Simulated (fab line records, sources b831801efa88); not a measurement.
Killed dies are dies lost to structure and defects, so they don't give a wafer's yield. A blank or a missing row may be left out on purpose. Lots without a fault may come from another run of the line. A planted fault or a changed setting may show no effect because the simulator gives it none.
A struck lot beside a sound one | flow sky130 | 25 steps out of a route of 708
Sound: wafers L755.1, L755.4, L755.6. Struck: wafers L753.3, L753.5, L753.6. The cause comes at the end.
At each step with rows: each side's tool, then ch and its chambers, then its first start. Under that, the readings that differ: sound wafers | struck wafers | difference of the means | sigmas: that difference in standard deviations of wafers without a fault.
alike: readings whose means differ by less than 2 such deviations, and words and numbers that are the same on both sides. not compared: withheld readings, readings that some wafer has no value for, bounds like >300 that may hide the same value, and numbers for which the record gives no deviation and whose values overlap.
The two part at a step that has a row with sigmas, a row that says differs or no value, or rows on one side only. Numbers that don't overlap but have no deviation are shown without sigmas and don't part them. A reading that every wafer of one side lacks parts them only if that side has two wafers or more.

SKY_POLY_CUT_ETCH_11: etches Si3N4 in CF4/CH2F2/Ar, stops on poly-Si, time 42.5 s, target depth 60 nm.
  sound on rie_diel-03 ch 0,1,3, day 31 01:49; struck on rie_diel-03 ch 0,1,3, day 30 14:34
  alike: cf4_flow_sccm, drypump_motor_current_A, oes_product_au, throttle_valve_pct
  not compared: rf_hours_counter_h
SKY_POLY_CUT_STRIP_12: strips in O2/N2.
  sound on plasma_asher-03 ch 0,1, day 31 01:52; struck on plasma_asher-02 ch 0,1, day 30 14:38
  alike: chamber_pressure_mTorr, drypump_motor_current_A, oes_product_au, strip_time_to_endpoint_s
  not compared: rf_hours_counter_h
then, 7 steps without rows for these wafers: SKY_SD_P_DEHYDRATE_00 (time 60 s); SKY_SD_P_HMDS_01 (prime time 60 s); SKY_SD_P_COAT_02 (resist thk 1140 nm); SKY_SD_P_SOFTBAKE_03 (time 60 s); SKY_SD_P_EXPOSE_04 (exposes mask PSDM, target cd 380 nm); SKY_SD_P_PEB_05; SKY_SD_P_DEVELOP_06 (develop time 60 s).
SKY_SD_P_CD_MEAS_07: target cd 380 nm.
  sound on cd_sem-02, day 32 04:13; struck on cd_sem-01, day 31 18:24
  alike: cd_nm
SKY_SD_P_OVL_MEAS_08:
  sound on overlay-01, day 32 04:20; struck on overlay-01, day 31 18:29
  alike: SD_P_OVL
then, 1 step without rows for these wafers: SKY_SD_P_IMPLANT_09.
SKY_SD_P_STRIP_10: strips in O2/N2.
  sound on plasma_asher-01 ch 0,1, day 32 04:31; struck on plasma_asher-01 ch 0,1, day 31 18:42
  no value came back on the struck wafers for chamber_pressure_mTorr (mTorr), drypump_motor_current_A (A), oes_product_au (a.u.), strip_time_to_endpoint_s (s); on the sound wafers chamber_pressure_mTorr (mTorr) reads 1501.4 1500.7 1497.9
  reading                                   | sound | struck         | difference | sigmas
  model.NOVOLAK_of_SD_P_COAT_02.thk_nm (nm) | 0 0 0 | 1142 1140 1139 | +1140      |
  not compared: rf_hours_counter_h
SKY_SD_P_TW_MEAS_11:
  sound on film_metro-01, day 32 04:37; struck on film_metro-01, day 31 18:47
  alike: SD_P_TW
then, 8 steps without rows for these wafers: SKY_RES_XHIGH_DEHYDRATE_00 (time 60 s); SKY_RES_XHIGH_HMDS_01 (prime time 60 s); SKY_RES_XHIGH_COAT_02 (resist thk 1140 nm); SKY_RES_XHIGH_SOFTBAKE_03 (time 60 s); SKY_RES_XHIGH_EXPOSE_04 (exposes mask URPM, target cd 1270 nm); SKY_RES_XHIGH_PEB_05; SKY_RES_XHIGH_DEVELOP_06 (develop time 60 s); SKY_RES_XHIGH_IMPLANT_07.
SKY_RES_XHIGH_STRIP_08: strips in O2/N2.
  sound on plasma_asher-02 ch 0, day 33 07:07; struck on plasma_asher-01 ch 0,1, day 32 21:39
  reading                      | sound             | struck            | difference | sigmas
  strip_time_to_endpoint_s (s) | 14.27 14.28 14.28 | 31.34 31.37 31.30 | +17.06     | +99 or more
  alike: chamber_pressure_mTorr, drypump_motor_current_A, oes_product_au
  not compared: rf_hours_counter_h
SKY_RES_XHIGH_TW_MEAS_09:
  sound on film_metro-02, day 33 07:13; struck on film_metro-02, day 32 21:58
  reading      | sound          | struck   | difference | sigmas
  RES_XHIGH_TW | 1652 1659 1642 | 30 30 30 | -1621      | -99 or more
  not compared: hold
then, 1 step without rows for these wafers: SKY_PAD_OPEN_PROBE_99.

WHERE THEY PART
First at SKY_SD_P_STRIP_10; last, within this record, at SKY_RES_XHIGH_TW_MEAS_09.

WHY: what the simulator had put in
Skipped step whole: plasma_asher-01, from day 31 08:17 on, at SKY_SD_P_STRIP_10. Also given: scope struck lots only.
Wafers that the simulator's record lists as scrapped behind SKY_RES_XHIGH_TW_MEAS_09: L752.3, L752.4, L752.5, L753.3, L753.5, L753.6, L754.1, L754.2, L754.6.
